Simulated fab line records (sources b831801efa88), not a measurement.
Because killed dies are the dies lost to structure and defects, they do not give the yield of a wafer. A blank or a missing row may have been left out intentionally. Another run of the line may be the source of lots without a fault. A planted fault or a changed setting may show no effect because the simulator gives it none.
Which of the tools did it? / flow gf180mcu / Sampling: 24 lots, 72 wafers, 5 of 602 route steps

== WHAT EACH GAUGE READ, for each wafer ==
GF_MIM_THK_MEAS_06. Usual: for MIM_CVD_05_THK the level is 41.9 nm and the standard deviation is 0.68.
lot=L074; measured=day 24 12:11; on=filmMetro-04; MIM_CVD_05_THK (nm)=42.0 40.9 41.8; flag=
lot=L075; measured=day 24 14:07; on=filmMetro-01; MIM_CVD_05_THK (nm)=43.0 43.8 43.0; flag=
lot=L076; measured=day 24 22:11; on=filmMetro-04; MIM_CVD_05_THK (nm)=42.5 43.3 42.8; flag=
lot=L077; measured=day 25 16:47; on=filmMetro-01; MIM_CVD_05_THK (nm)=41.9 42.8 42.1; flag=
lot=L078; measured=day 26 01:41; on=filmMetro-01; MIM_CVD_05_THK (nm)=41.6 42.3 41.5; flag=
lot=L080; measured=day 26 16:22; on=filmMetro-02; MIM_CVD_05_THK (nm)=41.0 41.2 41.3; flag=
lot=L079; measured=day 26 18:43; on=filmMetro-02; MIM_CVD_05_THK (nm)=41.9 42.4 42.6; flag=
lot=L082; measured=day 27 03:25; on=filmMetro-04; MIM_CVD_05_THK (nm)=41.8 42.8 42.0; flag=
lot=L081; measured=day 27 04:44; on=filmMetro-04; MIM_CVD_05_THK (nm)=40.8 41.8 41.6; flag=
lot=L083; measured=day 27 12:01; on=filmMetro-02; MIM_CVD_05_THK (nm)=40.6 42.2 41.0; flag=
lot=L084; measured=day 27 21:17; on=filmMetro-02; MIM_CVD_05_THK (nm)=41.3 41.8 41.3; flag=
lot=L085; measured=day 28 05:38; on=filmMetro-02; MIM_CVD_05_THK (nm)=40.9 41.8 42.2; flag=
lot=L086; measured=day 28 06:27; on=filmMetro-04; MIM_CVD_05_THK (nm)=42.2 42.5 42.7; flag=
lot=L087; measured=day 28 18:20; on=filmMetro-01; MIM_CVD_05_THK (nm)=41.4 40.8 41.9; flag=
lot=L088; measured=day 28 20:02; on=filmMetro-04; MIM_CVD_05_THK (nm)=41.1 41.4 42.1; flag=
lot=L089; measured=day 29 05:44; on=filmMetro-02; MIM_CVD_05_THK (nm)=41.0 42.1 42.3; flag=
lot=L090; measured=day 29 12:13; on=filmMetro-02; MIM_CVD_05_THK (nm)=40.9 41.2 41.6; flag=
lot=L091; measured=day 29 13:59; on=filmMetro-04; MIM_CVD_05_THK (nm)=41.9 41.6 41.8; flag=
lot=L092; measured=day 29 21:26; on=filmMetro-02; MIM_CVD_05_THK (nm)=41.1 41.8 41.5; flag=
lot=L093; measured=day 30 09:02; on=filmMetro-04; MIM_CVD_05_THK (nm)=40.9 42.0 41.9; flag=
lot=L094; measured=day 30 11:44; on=filmMetro-01; MIM_CVD_05_THK (nm)=42.0 42.3 43.2; flag=
lot=L095; measured=day 30 17:31; on=filmMetro-04; MIM_CVD_05_THK (nm)=42.6 43.0 43.0; flag=
lot=L096; measured=day 31 01:02; on=filmMetro-01; MIM_CVD_05_THK (nm)=41.5 42.6 42.4; flag=
lot=L097; measured=day 31 09:23; on=filmMetro-02; MIM_CVD_05_THK (nm)=41.6 40.6 42.1; flag=

GF_V5_THK_MEAS_01. Usual: for V5_CVD_00_THK the level is 302 nm and the standard deviation is 3.1.
lot=L074; measured=day 26 08:20; on=filmMetro-04; V5_CVD_00_THK (nm)=298 301 307; flag=
lot=L075; measured=day 26 09:35; on=filmMetro-04; V5_CVD_00_THK (nm)=300 296 300; flag=
lot=L076; measured=day 26 15:48; on=filmMetro-03; V5_CVD_00_THK (nm)=301 300 300; flag=
lot=L077; measured=day 27 15:14; on=filmMetro-04; V5_CVD_00_THK (nm)=309 304 308; flag=
lot=L078; measured=day 27 17:49; on=filmMetro-02; V5_CVD_00_THK (nm)=299 301 302; flag=
lot=L080; measured=day 28 09:38; on=filmMetro-02; V5_CVD_00_THK (nm)=302 298 297; flag=
lot=L079; measured=day 28 12:46; on=filmMetro-03; V5_CVD_00_THK (nm)=299 302 300; flag=
lot=L082; measured=day 28 20:05; on=filmMetro-03; V5_CVD_00_THK (nm)=304 304 302; flag=
lot=L081; measured=day 28 21:26; on=filmMetro-03; V5_CVD_00_THK (nm)=308 309 308; flag=
lot=L083; measured=day 29 03:23; on=filmMetro-02; V5_CVD_00_THK (nm)=304 306 303; flag=
lot=L084; measured=day 29 13:13; on=filmMetro-02; V5_CVD_00_THK (nm)=302 304 300; flag=
lot=L085; measured=day 29 20:12; on=filmMetro-02; V5_CVD_00_THK (nm)=306 303 301; flag=
lot=L086; measured=day 29 21:29; on=filmMetro-03; V5_CVD_00_THK (nm)=301 301 303; flag=
lot=L087; measured=day 30 09:49; on=filmMetro-02; V5_CVD_00_THK (nm)=299 301 304; flag=
lot=L088; measured=day 30 10:55; on=filmMetro-02; V5_CVD_00_THK (nm)=302 300 305; flag=
lot=L089; measured=day 30 20:26; on=filmMetro-02; V5_CVD_00_THK (nm)=305 305 303; flag=
lot=L090; measured=day 31 02:01; on=filmMetro-03; V5_CVD_00_THK (nm)=300 297 305; flag=
lot=L091; measured=day 31 04:29; on=filmMetro-03; V5_CVD_00_THK (nm)=298 302 307; flag=
lot=L092; measured=day 31 10:20; on=filmMetro-03; V5_CVD_00_THK (nm)=301 301 300; flag=
lot=L093; measured=day 31 22:27; on=filmMetro-04; V5_CVD_00_THK (nm)=303 301 300; flag=
lot=L094; measured=day 32 00:58; on=filmMetro-02; V5_CVD_00_THK (nm)=301 306 301; flag=
lot=L095; measured=day 32 04:32; on=filmMetro-04; V5_CVD_00_THK (nm)=293 295 296; flag=
lot=L096; measured=day 32 13:08; on=filmMetro-02; V5_CVD_00_THK (nm)=307 304 302; flag=
lot=L097; measured=day 32 20:10; on=filmMetro-03; V5_CVD_00_THK (nm)=300 304 301; flag=

== WHAT TOOL EACH LOT RAN ON (gives the tool, then ch and the chambers of the sampled wafers, and finally the start) ==
lot=L074; GF_V2_CMP_04=cmp-01 ch 0,1,2, day 19 05:51; GF_V2_SPUTTER_21=pvdSputter-02, day 20 08:02; GF_MIM_SPUTTER_00=pvdSputter-04, day 24 11:55
lot=L075; GF_V2_CMP_04=cmp-01 ch 1,2,3, day 19 09:22; GF_V2_SPUTTER_21=pvdSputter-03, day 20 10:32; GF_MIM_SPUTTER_00=pvdSputter-01, day 24 13:50
lot=L076; GF_V2_CMP_04=cmp-01 ch 1,2, day 19 18:44; GF_V2_SPUTTER_21=pvdSputter-01, day 20 20:13; GF_MIM_SPUTTER_00=pvdSputter-02, day 24 21:56
lot=L077; GF_V2_CMP_04=cmp-01 ch 1,2, day 20 15:23; GF_V2_SPUTTER_21=pvdSputter-01, day 21 15:54; GF_MIM_SPUTTER_00=pvdSputter-01, day 25 16:32
lot=L078; GF_V2_CMP_04=cmp-01 ch 1,2, day 21 01:03; GF_V2_SPUTTER_21=pvdSputter-03, day 22 01:25; GF_MIM_SPUTTER_00=pvdSputter-01, day 26 01:26
lot=L080; GF_V2_CMP_04=cmp-01 ch 0,1,2, day 21 20:07; GF_V2_SPUTTER_21=pvdSputter-02, day 22 20:14; GF_MIM_SPUTTER_00=pvdSputter-02, day 26 16:07
lot=L079; GF_V2_CMP_04=cmp-02 ch 0,2,3, day 21 21:49; GF_V2_SPUTTER_21=pvdSputter-01, day 22 21:53; GF_MIM_SPUTTER_00=pvdSputter-02, day 26 18:28
lot=L082; GF_V2_CMP_04=cmp-01 ch 2,3, day 22 09:20; GF_V2_SPUTTER_21=pvdSputter-03, day 23 09:22; GF_MIM_SPUTTER_00=pvdSputter-01, day 27 03:08
lot=L081; GF_V2_CMP_04=cmp-02 ch 0,1,3, day 22 09:47; GF_V2_SPUTTER_21=pvdSputter-02, day 23 09:53; GF_MIM_SPUTTER_00=pvdSputter-02, day 27 04:29
lot=L083; GF_V2_CMP_04=cmp-01 ch 1,2, day 22 19:33; GF_V2_SPUTTER_21=pvdSputter-02, day 23 19:14; GF_MIM_SPUTTER_00=pvdSputter-02, day 27 11:46
lot=L084; GF_V2_CMP_04=cmp-02 ch 1,3, day 23 05:14; GF_V2_SPUTTER_21=pvdSputter-02, day 24 04:52; GF_MIM_SPUTTER_00=pvdSputter-02, day 27 21:01
lot=L085; GF_V2_CMP_04=cmp-01 ch 0,3, day 23 15:16; GF_V2_SPUTTER_21=pvdSputter-01, day 24 14:12; GF_MIM_SPUTTER_00=pvdSputter-01, day 28 05:22
lot=L086; GF_V2_CMP_04=cmp-02 ch 2,3, day 23 15:56; GF_V2_SPUTTER_21=pvdSputter-03, day 24 15:26; GF_MIM_SPUTTER_00=pvdSputter-01, day 28 06:11
lot=L087; GF_V2_CMP_04=cmp-01 ch 0,2,3, day 24 05:28; GF_V2_SPUTTER_21=pvdSputter-03, day 25 04:47; GF_MIM_SPUTTER_00=pvdSputter-01, day 28 18:05
lot=L088; GF_V2_CMP_04=cmp-01 ch 0,1,2, day 24 07:19; GF_V2_SPUTTER_21=pvdSputter-02, day 25 05:56; GF_MIM_SPUTTER_00=pvdSputter-01, day 28 19:47
lot=L089; GF_V2_CMP_04=cmp-02 ch 0,1,3, day 24 18:38; GF_V2_SPUTTER_21=pvdSputter-03, day 25 16:56; GF_MIM_SPUTTER_00=pvdSputter-01, day 29 05:28
lot=L090; GF_V2_CMP_04=cmp-01 ch 0,2,3, day 25 01:04; GF_V2_SPUTTER_21=pvdSputter-01, day 25 23:50; GF_MIM_SPUTTER_00=pvdSputter-02, day 29 11:57
lot=L091; GF_V2_CMP_04=cmp-01 ch 0,1,2, day 25 03:33; GF_V2_SPUTTER_21=pvdSputter-01, day 26 01:52; GF_MIM_SPUTTER_00=pvdSputter-01, day 29 13:44
lot=L092; GF_V2_CMP_04=cmp-01 ch 0,1,2, day 25 11:56; GF_V2_SPUTTER_21=pvdSputter-01, day 26 09:44; GF_MIM_SPUTTER_00=pvdSputter-04, day 29 21:11
lot=L093; GF_V2_CMP_04=cmp-01 ch 0,1,2, day 25 23:52; GF_V2_SPUTTER_21=pvdSputter-02, day 26 19:23; GF_MIM_SPUTTER_00=pvdSputter-01, day 30 08:47
lot=L094; GF_V2_CMP_04=cmp-02 ch 0,2,3, day 26 04:28; GF_V2_SPUTTER_21=pvdSputter-01, day 26 22:58; GF_MIM_SPUTTER_00=pvdSputter-02, day 30 11:29
lot=L095; GF_V2_CMP_04=cmp-01 ch 0,1,2, day 26 10:17; GF_V2_SPUTTER_21=pvdSputter-02, day 27 06:26; GF_MIM_SPUTTER_00=pvdSputter-01, day 30 17:15
lot=L096; GF_V2_CMP_04=cmp-01 ch 0,1,2, day 26 16:02; GF_V2_SPUTTER_21=pvdSputter-03, day 27 14:08; GF_MIM_SPUTTER_00=pvdSputter-04, day 31 00:47
lot=L097; GF_V2_CMP_04=cmp-01 ch 0,1,3, day 27 01:38; GF_V2_SPUTTER_21=pvdSputter-02, day 27 23:23; GF_MIM_SPUTTER_00=pvdSputter-01, day 31 09:08
- GF_V2_CMP_04: polishes SiO2.
- GF_V2_SPUTTER_21: material Ti, target thk 15 nm, time 80.02 s.
- GF_MIM_SPUTTER_00: material Ti, target thk 37.5 nm, time 150 s.

== AS READ BY THE TOOLS THEMSELVES (means over the sampled wafers that have a number; for cases with no such wafer, the mark the record gives instead) ==
GF_V2_CMP_04. Usual: motorCurrentA 11.4 A, standard deviation 0.94; timeToEndpointS 87 s, standard deviation 7.7.
lot=L074; tool=cmp-01; motorCurrentA (A)=11.0; timeToEndpointS (s)=82; flag=
lot=L075; tool=cmp-01; motorCurrentA (A)=11.8; timeToEndpointS (s)=76; flag=
lot=L076; tool=cmp-01; motorCurrentA (A)=11.6; timeToEndpointS (s)=84; flag=
lot=L077; tool=cmp-01; motorCurrentA (A)=12.0; timeToEndpointS (s)=86; flag=
lot=L078; tool=cmp-01; motorCurrentA (A)=11.1; timeToEndpointS (s)=82; flag=
lot=L080; tool=cmp-01; motorCurrentA (A)=11.2; timeToEndpointS (s)=97; flag=
lot=L079; tool=cmp-02; motorCurrentA (A)=11.6; timeToEndpointS (s)=90; flag=
lot=L082; tool=cmp-01; motorCurrentA (A)=11.0; timeToEndpointS (s)=88; flag=
lot=L081; tool=cmp-02; motorCurrentA (A)=11.7; timeToEndpointS (s)=86; flag=
lot=L083; tool=cmp-01; motorCurrentA (A)=11.3; timeToEndpointS (s)=95; flag=
lot=L084; tool=cmp-02; motorCurrentA (A)=11.7; timeToEndpointS (s)=90; flag=
lot=L085; tool=cmp-01; motorCurrentA (A)=11.3; timeToEndpointS (s)=98; flag=
lot=L086; tool=cmp-02; motorCurrentA (A)=12.2; timeToEndpointS (s)=86; flag=
lot=L087; tool=cmp-01; motorCurrentA (A)=10.8; timeToEndpointS (s)=98; flag=
lot=L088; tool=cmp-01; motorCurrentA (A)=11.0; timeToEndpointS (s)=84; flag=
lot=L089; tool=cmp-02; motorCurrentA (A)=11.8; timeToEndpointS (s)=79; flag=
lot=L090; tool=cmp-01; motorCurrentA (A)=11.1; timeToEndpointS (s)=89; flag=
lot=L091; tool=cmp-01; motorCurrentA (A)=10.9; timeToEndpointS (s)=80; flag=
lot=L092; tool=cmp-01; motorCurrentA (A)=11.0; timeToEndpointS (s)=84; flag=
lot=L093; tool=cmp-01; motorCurrentA (A)=11.0; timeToEndpointS (s)=91; flag=
lot=L094; tool=cmp-02; motorCurrentA (A)=12.0; timeToEndpointS (s)=87; flag=
lot=L095; tool=cmp-01; motorCurrentA (A)=11.2; timeToEndpointS (s)=93; flag=
lot=L096; tool=cmp-01; motorCurrentA (A)=11.3; timeToEndpointS (s)=92; flag=
lot=L097; tool=cmp-01; motorCurrentA (A)=11.5; timeToEndpointS (s)=88; flag=

GF_V2_SPUTTER_21. Usual: throttleValvePct reads 29.9 % (standard deviation 1.1).
lot=L074; tool=pvdSputter-02; throttleValvePct (%)=30.8; flag=
lot=L075; tool=pvdSputter-03; throttleValvePct (%)=29.6; flag=
lot=L076; tool=pvdSputter-01; throttleValvePct (%)=29.5; flag=
lot=L077; tool=pvdSputter-01; throttleValvePct (%)=28.5; flag=
lot=L078; tool=pvdSputter-03; throttleValvePct (%)=28.8; flag=
lot=L080; tool=pvdSputter-02; throttleValvePct (%)=31.1; flag=
lot=L079; tool=pvdSputter-01; throttleValvePct (%)=28.5; flag=
lot=L082; tool=pvdSputter-03; throttleValvePct (%)=30.2; flag=
lot=L081; tool=pvdSputter-02; throttleValvePct (%)=30.9; flag=
lot=L083; tool=pvdSputter-02; throttleValvePct (%)=30.6; flag=
lot=L084; tool=pvdSputter-02; throttleValvePct (%)=30.6; flag=
lot=L085; tool=pvdSputter-01; throttleValvePct (%)=28.9; flag=
lot=L086; tool=pvdSputter-03; throttleValvePct (%)=29.5; flag=
lot=L087; tool=pvdSputter-03; throttleValvePct (%)=29.4; flag=
lot=L088; tool=pvdSputter-02; throttleValvePct (%)=30.1; flag=
lot=L089; tool=pvdSputter-03; throttleValvePct (%)=30.3; flag=
lot=L090; tool=pvdSputter-01; throttleValvePct (%)=29.1; flag=
lot=L091; tool=pvdSputter-01; throttleValvePct (%)=29.0; flag=
lot=L092; tool=pvdSputter-01; throttleValvePct (%)=28.5; flag=
lot=L093; tool=pvdSputter-02; throttleValvePct (%)=31.1; flag=
lot=L094; tool=pvdSputter-01; throttleValvePct (%)=29.0; flag=
lot=L095; tool=pvdSputter-02; throttleValvePct (%)=31.0; flag=
lot=L096; tool=pvdSputter-03; throttleValvePct (%)=30.2; flag=
lot=L097; tool=pvdSputter-02; throttleValvePct (%)=30.4; flag=

GF_MIM_SPUTTER_00. Usual: throttleValvePct reads 29.7 % (standard deviation 1.1).
lot=L074; tool=pvdSputter-04; throttleValvePct (%)=30.4; flag=
lot=L075; tool=pvdSputter-01; throttleValvePct (%)=29.3; flag=
lot=L076; tool=pvdSputter-02; throttleValvePct (%)=30.7; flag=
lot=L077; tool=pvdSputter-01; throttleValvePct (%)=29.4; flag=
lot=L078; tool=pvdSputter-01; throttleValvePct (%)=29.2; flag=
lot=L080; tool=pvdSputter-02; throttleValvePct (%)=30.4; flag=
lot=L079; tool=pvdSputter-02; throttleValvePct (%)=30.9; flag=
lot=L082; tool=pvdSputter-01; throttleValvePct (%)=29.2; flag=
lot=L081; tool=pvdSputter-02; throttleValvePct (%)=31.3; flag=
lot=L083; tool=pvdSputter-02; throttleValvePct (%)=30.7; flag=
lot=L084; tool=pvdSputter-02; throttleValvePct (%)=31.2; flag=
lot=L085; tool=pvdSputter-01; throttleValvePct (%)=29.2; flag=
lot=L086; tool=pvdSputter-01; throttleValvePct (%)=29.2; flag=
lot=L087; tool=pvdSputter-01; throttleValvePct (%)=28.5; flag=
lot=L088; tool=pvdSputter-01; throttleValvePct (%)=28.8; flag=
lot=L089; tool=pvdSputter-01; throttleValvePct (%)=29.0; flag=
lot=L090; tool=pvdSputter-02; throttleValvePct (%)=30.1; flag=
lot=L091; tool=pvdSputter-01; throttleValvePct (%)=28.9; flag=
lot=L092; tool=pvdSputter-04; throttleValvePct (%)=30.4; flag=
lot=L093; tool=pvdSputter-01; throttleValvePct (%)=29.0; flag=
lot=L094; tool=pvdSputter-02; throttleValvePct (%)=30.6; flag=
lot=L095; tool=pvdSputter-01; throttleValvePct (%)=28.9; flag=
lot=L096; tool=pvdSputter-04; throttleValvePct (%)=30.2; flag=
lot=L097; tool=pvdSputter-01; throttleValvePct (%)=29.2; flag=

== THE ANSWER, worked out from the rows above alone ==
Rule: a lot counts as off when the mean over its wafers that have a number is more than 3 standard deviations away from the usual mean. Also off: a lot with no number at a reading for which 4 or more lots have one. Any other lot the step has rows for is counted as sound. The gauges are gone through in route order, then the tools' own readings, and for those a lot's mean is taken as printed above. At the first step where some lot is off, the reading lying furthest off is the one used; lots without a number count as furthest.
Across all readings shown, no lot is off: no conclusion can be drawn from this.

== WHAT HAD BEEN PUT IN BY THE SIMULATOR ==
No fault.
